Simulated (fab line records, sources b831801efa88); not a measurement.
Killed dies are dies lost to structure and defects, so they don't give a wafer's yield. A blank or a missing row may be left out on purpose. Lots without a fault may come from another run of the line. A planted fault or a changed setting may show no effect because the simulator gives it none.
fab line records | flow sky130
record lots=6 wafers=18 last_day=50
route steps=708 shown POLY_GATE@235 LDD_N@237 PAD_OPEN@708
lots that met no fault: from a run of the same line without faults
start_h: hours from the record's first day to the start of the lot's first wafer shown | wait_h: hours since the lot's step before | " the same as in the row above | L1.1+2: a row that stands for several wafers | - no value, or no start given | * or withheld: withheld | < > ~ a bound
route shown NAME@n: a module of which the file shows steps, and the number in the route of the first | usual: mean/standard deviation of fault-free wafers | same: alike in all rows | chamber/n: place in a boat | sites: the reading at each site | _std_site: their standard deviation | _edge_site: outer sites' mean less inner sites' | radius_mm: how far each site lies from the wafer's centre | mask NAME#n: copy n | behind: the tool/chamber that last shaped the wafer | hold: why the lot was held/for how many hours/how that ended | device: the transistor (n, p or np) that didn't switch | end of line: the same wafers' tests at the end of the route | a step without rows: its recipe alone | killed: dies lost to structure and defects at the first sort, not the wafer's yield | map: a wafer's dies, x killed, . not, _ none there
set.NAME: the setting as run; set.NAME@STEP: as run at that earlier step | model.NAME: the simulator's own value behind a step, which no gauge read
lots at some steps of the route; a table a step, a row a wafer
services: from which hour (start_h, from the record's first day; less than 0 if before it) a tool's chamber was out of use, for how many hours, and why
## steps
# step SKY_POLY_GATE_THK_MEAS_21
# recipe reads=SiO2_of_POLY_GATE_OXIDATION_20
# usual POLY_GATE_OXIDATION_THK=4.02/0.08
# columns lot.wafer tool chamber start_h wait_h POLY_GATE_OXIDATION_THK[nm]
L179.2 film_metro-01 - 394.73 0.0 4.15
L179.3 " - " " 4.05
L179.5 " - " " 4.18
L182.1 film_metro-03 - 423.25 0.0 4.04
L182.4 " - " " 3.97
L182.5 " - " " 4.00
L185.1 film_metro-04 - 450.54 0.0 4.02
L185.2 " - " " 4.07
L185.5 " - " " 4.04
L192.2 film_metro-03 - 514.24 0.0 4.08
L192.4 " - " " 4.07
L192.5 " - " " 4.14
L196.2 film_metro-03 - 546.84 0.0 4.10
L196.4 " - " " 4.06
L196.5 " - " " 3.96
L199.1 film_metro-04 - 584.02 0.0 4.01
L199.2 " - " " 3.97
L199.6 " - " " 4.00
# step SKY_POLY_GATE_CD_MEAS_22
# usual cd_nm=150.1/1.9
# columns lot.wafer tool chamber start_h wait_h cd_nm
L179.2 cd_sem-02 - 394.81 0.1 151.4
L179.3 " - " " 151.5
L179.5 " - " " 148.4
L182.1 cd_sem-01 - 423.31 0.1 148.2
L182.4 " - " " 147.9
L182.5 " - " " 149.4
L185.1 cd_sem-01 - 450.60 0.1 150.1
L185.2 " - " " 150.5
L185.5 " - " " 149.8
L192.2 cd_sem-01 - 514.32 0.1 151.7
L192.4 " - " " 149.9
L192.5 " - " " 148.2
L196.2 cd_sem-01 - 546.92 0.1 150.1
L196.4 " - " " 148.4
L196.5 " - " " 149.5
L199.1 cd_sem-01 - 584.08 0.1 151.4
L199.2 " - " " 149.3
L199.6 " - " " 153.9
# step SKY_LDD_N_DEHYDRATE_00
# recipe temp_c=200 time_s=60
# step SKY_LDD_N_HMDS_01
# recipe prime_time_s=60 prime_temp_c=120
# step SKY_LDD_N_COAT_02
# recipe resist=NOVOLAK spin_rpm=3000 resist_thk_nm=300
# step SKY_LDD_N_SOFTBAKE_03
# recipe temp_c=90 time_s=60 resist=NOVOLAK
# step SKY_LDD_N_EXPOSE_04
# recipe mask_id=NTM target_cd_nm=840 na=0.6 source_shape=conventional sigma_outer=0.6 dose_mj=110
# step SKY_LDD_N_PEB_05
# recipe temp_c=withheld time_s=* resist=NOVOLAK
# step SKY_LDD_N_DEVELOP_06
# recipe develop_time_s=60 dev_temp_c=23
# step SKY_LDD_N_OVL_MEAS_07
# usual LDD_N_OVL=-0.5/1.6
# columns lot.wafer tool chamber start_h wait_h LDD_N_OVL[nm]
L179.2 overlay-02 - 425.49 0.1 -2.1
L179.3 " - " " -2.1
L179.5 " - " " -3.5
L182.1 overlay-01 - 454.43 0.1 -0.9
L182.4 " - " " 0.7
L182.5 " - " " 0.5
L185.1 overlay-02 - 481.67 0.1 -0.4
L185.2 " - " " 0.0
L185.5 " - " " -1.9
L192.2 overlay-01 - 544.68 0.1 -3.2
L192.4 " - " " -2.4
L192.5 " - " " -2.1
L196.2 overlay-01 - 576.69 0.1 -1.8
L196.4 " - " " 0.4
L196.5 " - " " -1.5
L199.1 overlay-02 - 613.17 0.1 1.2
L199.2 " - " " 1.0
L199.6 " - " " 0.7
# step SKY_LDD_N_IMPLANT_08
# recipe species=As energy_kev=20 dose_cm2=7.5e+13 tilt_deg=withheld rotation_deg=23
# step SKY_LDD_N_IMPLANT_09
# recipe species=As energy_kev=20 dose_cm2=7.5e+13 tilt_deg=withheld rotation_deg=113
# step SKY_LDD_N_IMPLANT_10
# recipe species=As energy_kev=20 dose_cm2=7.5e+13 tilt_deg=withheld rotation_deg=203
# usual dose_ions_cm2=7.498e+13/7.7e+10 end_station_pressure_torr=5.38e-06/2.8e-07 faraday_current_uA=422/8.5
# columns lot.wafer tool chamber start_h wait_h dose_ions_cm2 end_station_pressure_torr faraday_current_uA
L179.2 implanter-04 0 425.85 0.1 7.501e+13 5.48e-06 432
L179.3 " 0 " " 7.503e+13 5.2e-06 407
L179.5 " 0 " " 7.506e+13 5.29e-06 406
L182.1 implanter-04 0 454.77 0.1 6.932e+13 5.24e-06 382
L182.4 " 0 " " 6.917e+13 5.81e-06 390
L182.5 " 0 " " 6.947e+13 4.77e-06 407
L185.1 implanter-04 0 482.01 0.1 6.932e+13 5e-06 399
L185.2 " 0 " " 6.93e+13 5.52e-06 392
L185.5 " 0 " " 6.929e+13 5.28e-06 391
L192.2 implanter-01 0 545.03 0.1 7.505e+13 5.24e-06 439
L192.4 " 0 " " 7.491e+13 5.18e-06 422
L192.5 " 0 " " 7.49e+13 5.31e-06 414
L196.2 implanter-02 0 577.04 0.1 7.513e+13 5.28e-06 418
L196.4 " 0 " " 7.49e+13 5.39e-06 428
L196.5 " 0 " " 7.505e+13 4.85e-06 424
L199.1 implanter-04 0 613.51 0.1 7.502e+13 5.6e-06 429
L199.2 " 0 " " 7.503e+13 5.46e-06 420
L199.6 " 0 " " 7.487e+13 5.29e-06 421
# step SKY_LDD_N_IMPLANT_11
# recipe species=As energy_kev=20 dose_cm2=7.5e+13 tilt_deg=withheld rotation_deg=293
# step SKY_PAD_OPEN_PROBE_99
# usual killed_at_M0_to_M3=43/7.2 killed_at_M4_up=3.0/1.7 killed_at_contacts=24/5.3 killed_at_front_end=15/4.6 killed_at_other=0.3/0.5 killed_dies=85/10 killed_open=46/7.2 killed_short=39/6.4
# same gross_dies=492 killed_at_back_side=0
# columns lot.wafer tool chamber start_h wait_h killed_at_M0_to_M3 killed_at_M4_up killed_at_contacts killed_at_front_end killed_at_other killed_dies killed_open killed_short
L182.1 prober-02 - 1109.74 0.1 34 2 27 20 1 84 53 31
L182.4 prober-02 - 1109.89 0.2 37 3 34 18 0 92 51 41
L182.5 prober-02 - 1109.94 0.2 37 6 31 14 1 89 48 41
L185.1 prober-01 - 1127.96 0.1 45 1 27 15 1 89 50 39
L185.2 prober-01 - 1128.01 0.1 44 6 31 15 0 96 59 37
L185.5 prober-01 - 1128.16 0.2 39 2 23 16 0 80 49 31
L192.2 prober-02 - 1169.63 0.1 42 4 22 16 0 84 40 44
L192.4 prober-02 - 1169.73 0.2 49 2 23 8 0 82 52 30
L192.5 prober-02 - 1169.78 0.2 49 2 26 10 1 88 53 35
L199.1 prober-01 - 1207.35 0.1 40 4 32 14 0 90 57 33
L199.2 prober-01 - 1207.40 0.1 35 0 27 17 1 80 51 29
L199.6 prober-01 - 1207.60 0.2 46 4 27 10 0 87 43 44
# killed by level:class
L182.1 CONTACT:geometric_particle:open=15 VIA1:geometric_particle:open=8 LI_CONTACT:geometric_particle:open=6 VIA3:geometric_particle:open=6 FIELD_ISO:geometric_particle:open=4 POLY_GATE:geometric_particle:open=4 POLY_GATE:geometric_particle:short=4 VIA2:geometric_particle:open=4
L182.4 CONTACT:geometric_particle:short=13 CONTACT:geometric_particle:open=13 VIA1:geometric_particle:open=8 VIA2:geometric_particle:open=8 METAL1:geometric_particle:short=7 VIA3:geometric_particle:open=6 POLY_GATE:geometric_particle:short=5 POLY_GATE:geometric_particle:open=5
L182.5 CONTACT:geometric_particle:open=12 LI_CONTACT:geometric_particle:open=11 VIA1:geometric_particle:open=11 FIELD_ISO:geometric_particle:short=6 VIA1:geometric_particle:short=6 METAL2:geometric_particle:short=6 VIA2:geometric_particle:open=5 METAL4:geometric_particle:short=4
L185.1 CONTACT:geometric_particle:open=9 VIA1:geometric_particle:open=9 VIA2:geometric_particle:open=9 LI_CONTACT:geometric_particle:open=8 METAL2:geometric_particle:short=7 CONTACT:geometric_particle:short=5 VIA1:geometric_particle:short=5 POLY_GATE:geometric_particle:short=4
L185.2 VIA1:geometric_particle:open=12 LI_CONTACT:geometric_particle:open=12 CONTACT:geometric_particle:open=10 METAL1:geometric_particle:short=7 VIA2:geometric_particle:open=7 METAL4:geometric_particle:short=5 FIELD_ISO:geometric_particle:open=4 POLY_GATE:geometric_particle:open=4
L185.5 CONTACT:geometric_particle:open=10 VIA1:geometric_particle:open=9 VIA1:geometric_particle:short=8 LI_CONTACT:geometric_particle:open=7 VIA3:geometric_particle:open=5 FIELD_ISO:geometric_particle:open=4 METAL1:geometric_particle:short=4 VIA2:geometric_particle:open=4
L192.2 VIA1:geometric_particle:open=10 CONTACT:geometric_particle:open=8 METAL1:geometric_particle:short=7 LOCAL_INTERCONNECT:geometric_particle:short=6 METAL2:geometric_particle:short=6 VIA2:geometric_particle:open=6 FIELD_ISO:geometric_particle:short=4 LI_CONTACT:geometric_particle:open=4
L192.4 VIA1:geometric_particle:open=15 VIA2:geometric_particle:open=9 LI_CONTACT:geometric_particle:open=8 CONTACT:geometric_particle:open=7 CONTACT:geometric_particle:short=5 VIA1:geometric_particle:short=5 METAL2:geometric_particle:short=5 POLY_GATE:geometric_particle:short=3
L192.5 LI_CONTACT:geometric_particle:open=12 VIA1:geometric_particle:open=11 VIA3:geometric_particle:open=10 CONTACT:geometric_particle:open=8 VIA1:geometric_particle:short=8 METAL1:geometric_particle:short=4 METAL2:geometric_particle:short=4 FIELD_ISO:geometric_particle:open=3
L199.1 CONTACT:geometric_particle:open=14 VIA1:geometric_particle:open=10 LI_CONTACT:geometric_particle:open=10 VIA2:geometric_particle:open=9 METAL1:geometric_particle:short=6 CONTACT:geometric_particle:short=5 VIA3:geometric_particle:open=5 FIELD_ISO:geometric_particle:open=4
L199.2 VIA1:geometric_particle:open=13 CONTACT:geometric_particle:open=9 LI_CONTACT:geometric_particle:open=8 POLY_GATE:geometric_particle:open=6 VIA2:geometric_particle:open=6 CONTACT:geometric_particle:short=5 VIA1:geometric_particle:short=4 FIELD_ISO:geometric_particle:open=3
L199.6 CONTACT:geometric_particle:open=8 METAL1:geometric_particle:short=8 LI_CONTACT:geometric_particle:open=6 METAL2:geometric_particle:short=6 CONTACT:geometric_particle:short=5 METAL1:geometric_particle:open=5 VIA3:geometric_particle:open=5 LI_CONTACT:geometric_particle:short=4
## services
# columns tool chamber start_h hours kind
implanter-01 - 428.88 0.7 repair
implanter-01 - 431.14 4.7 repair
implanter-02 - 447.69 2.0 repair
implanter-04 - 500.36 0.7 repair
implanter-04 - 516.11 5.6 pm
implanter-04 - 549.93 0.8 repair
implanter-02 - 613.38 4.4 repair
## key
first_sign step=SKY_LDD_N_IMPLANT_10 reading=dose_ions_cm2 direction=down sigmas=74 usual=* struck=*
effect step=SKY_LDD_N_IMPLANT_10 reading=faraday_current_uA direction=down sigmas=3.4 usual=422 struck=393
met_at SKY_LDD_N_IMPLANT_10
struck_wafers L182.1,L182.4,L182.5,L185.1,L185.2,L185.5
tester_left_out L182,L185
onset_between 425.85 454.77
fault kind=process_parameter_drift tool=implanter-04 chamber=- onset_h=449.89 steps=SKY_LDD_N_IMPLANT_10 channel=dose_cm2 offset=* shape=step end_h=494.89 acts_in=* stated=*
# tester_left_out: of these lots the tester's yield and bins aren't shown, on N5 and GAA mostly nor the transistor test; their killed dies are dies lost to structure and defects alone, not to doping, threshold or leakage, so they don't give the yield
